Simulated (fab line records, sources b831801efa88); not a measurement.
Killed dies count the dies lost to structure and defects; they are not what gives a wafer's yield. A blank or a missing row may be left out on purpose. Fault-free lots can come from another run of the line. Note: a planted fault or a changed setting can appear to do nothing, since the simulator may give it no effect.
2 desks looking at one fault -- flow sky130 -- numbers are kept per desk, each desk with only its own; the story behind them comes last

## TOOL OWNER'S DESK, furnace-02
The tool's own readings at SKY_GATE_OXIDE_OXIDATION_16 (stabilise 600 s, purge 300 s, target thk 3.57 nm): means of the sampled wafers that have a number, for each lot that ran on this tool. Marked OUT: a lot whose mean sits more than 4 standard deviations from the usual mean, which makes it out of limits; the brackets give that distance. It has 10 readings, of which 7 appear: the earliest out of limits, and the ones furthest out on some lot.
Columns: A = spike_tc_bottom_C at SKY_GATE_OXIDE_OXIDATION_16, usual 816.3 C; B = spike_tc_centre_C at SKY_GATE_OXIDE_OXIDATION_16, usual 801.5 C; C = spike_tc_lower_C at SKY_GATE_OXIDE_OXIDATION_16, usual 801.0 C; D = spike_tc_top_C at SKY_GATE_OXIDE_OXIDATION_16, usual 812.0 C; E = spike_tc_upper_C at SKY_GATE_OXIDE_OXIDATION_16, usual 800.3 C; F = tube_center_temp_C at SKY_GATE_OXIDE_OXIDATION_16, usual 800 C; G = tube_center_temp_C_max at SKY_GATE_OXIDE_OXIDATION_16, usual 802.1
lot,first seen here,A,B,C,D,E,F,G
L485,day 14 17:11,817.4,801.4,800.4,810.4,801.0,800,801.9
L486,day 15 01:25,816.6,800.2,801.0,810.3,800.6,800,802.1
L488,day 15 13:47,796.7 (-20) OUT,780.3 (-16) OUT,780.1 (-19) OUT,790.8 (-8.8) OUT,778.9 (-21) OUT,779 (-99 or more) OUT,781.2 (-63) OUT
L489,day 16 03:21,795.1 (-22) OUT,781.3 (-16) OUT,781.3 (-18) OUT,790.0 (-9.2) OUT,779.8 (-20) OUT,779 (-99 or more) OUT,781.4 (-63) OUT
L496,day 18 11:02,816.5,801.2,801.3,811.3,800.2,800,802.0
L497,day 19 04:23,817.0,800.1,801.5,810.6,799.6,800,802.0
L499,day 19 23:50,816.4,800.1,801.0,810.5,799.5,800,802.1
L501,day 20 14:35,815.4,801.1,800.9,810.0,800.4,800,802.3
L504,day 21 12:15,816.6,800.2,800.9,809.0,800.4,800,802.1
L506,day 21 23:56,816.2,801.8,801.6,811.7,800.8,800,802.2
This desk's verdict: out of limits on L488, L489, starting with L488 at day 15 13:47 (spike_tc_bottom_C at SKY_GATE_OXIDE_OXIDATION_16). L485, L486, L496, L497, L499, L501, L504, L506: within limits.

## THE METROLOGY DESK
Means of the sampled wafers that have a number, per lot and without regard to the tool the lot ran on: this is what the gauges read. Marked OUT: a lot whose mean sits more than 4 standard deviations from the usual mean, which makes it out of limits; the brackets give that distance.
Columns: A = VT_ADJUST_LVTN_TW at SKY_VT_ADJUST_LVTN_TW_MEAS_10, usual 242.3; B = cd_nm at SKY_POLY_GATE_CD_MEAS_22, usual 149.5 nm
lot,first seen here,A,B
L484,day 7 04:55,240.5,149.6
L485,day 7 11:47,244.8,147.4
L486,day 7 13:52,241.6,149.3
L488,day 8 06:08,241.5,150.7
L489,day 8 13:59,243.0,148.9
L496,day 10 09:17,243.8,150.8
L497,day 10 22:34,243.9,151.5
L499,day 11 12:10,245.2,150.3
L501,day 12 01:25,241.1,146.0
L504,day 12 17:59,241.1,149.3
L505,day 12 20:53,243.9,150.8
L506,day 13 04:28,239.9,151.2
This desk's finding: nothing out of limits on any of the 12 lots.

## ALL TOGETHER
The tool owner's desk had the chance to raise an alarm at day 15 13:47 on L488, L489.
At the metrology desk, nothing out of limits was observed.
The metrology desk holds a record of L488, L489, inside its limits.
SKY_GATE_OXIDE_OXIDATION_16 was run on furnace-02 by each of the lots named.

## WHAT HAD BEEN PUT IN BY THE SIMULATOR
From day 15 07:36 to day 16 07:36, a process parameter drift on furnace-02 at SKY_GATE_OXIDE_OXIDATION_16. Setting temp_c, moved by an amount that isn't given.
Shown lots that were struck: L488, L489.
Time in hours from fault onset to the first out-of-limits reading at each desk: the tool owner's desk, 6.
